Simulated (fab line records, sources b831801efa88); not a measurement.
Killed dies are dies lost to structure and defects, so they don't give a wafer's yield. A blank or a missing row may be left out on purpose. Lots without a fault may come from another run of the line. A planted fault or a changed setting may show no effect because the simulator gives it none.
Which tool did it? | flow gf180mcu | 7 lots, 21 wafers sampled, at 1 step of a route of 602

WHAT THE GAUGES READ, wafer by wafer
GF_NWELL_OVL_MEAS_07.
lot  | measured    | on         | NWELL_OVL (nm)
L647 | day 3 12:58 | overlay-02 | -0.5 -2.2 -1.0
L652 | day 4 15:40 | overlay-02 | -0.8 -3.5 -3.3
L656 | day 5 21:49 | overlay-02 | 0.1 1.6 -1.2
L659 | day 6 08:18 | overlay-01 | 0.9 0.8 2.0
L661 | day 6 17:50 | overlay-02 | -0.9 -1.8 -1.3
L665 | day 7 14:48 | overlay-01 | -0.6 0.1 -0.6
L669 | day 8 14:19 | overlay-01 | -1.4 -1.5 0.0

WHICH TOOL RAN EACH LOT (tool, then ch and the chambers of the sampled wafers, then the start)
The record holds no process step before these readings.

THE ANSWER, worked out from the rows above alone
Rule: what is usual is taken from the lots themselves. Put in order of their means at a reading, lots are off if they are a third of the lots or fewer, leave a main group of 4 or more, and stand apart from it by a gap of 3 or more times the standard deviation of the main group's means; of several such gaps the widest counts. A main group whose means are all the same, to the digits that the tables above print for the reading, isn't used. A lot without any number at a reading at which 4 lots or more have one is off too. The other lots that the step has rows for count as sound.
No lot is off at any reading shown: from this, nothing can be told.

WHAT THE SIMULATOR HAD PUT IN
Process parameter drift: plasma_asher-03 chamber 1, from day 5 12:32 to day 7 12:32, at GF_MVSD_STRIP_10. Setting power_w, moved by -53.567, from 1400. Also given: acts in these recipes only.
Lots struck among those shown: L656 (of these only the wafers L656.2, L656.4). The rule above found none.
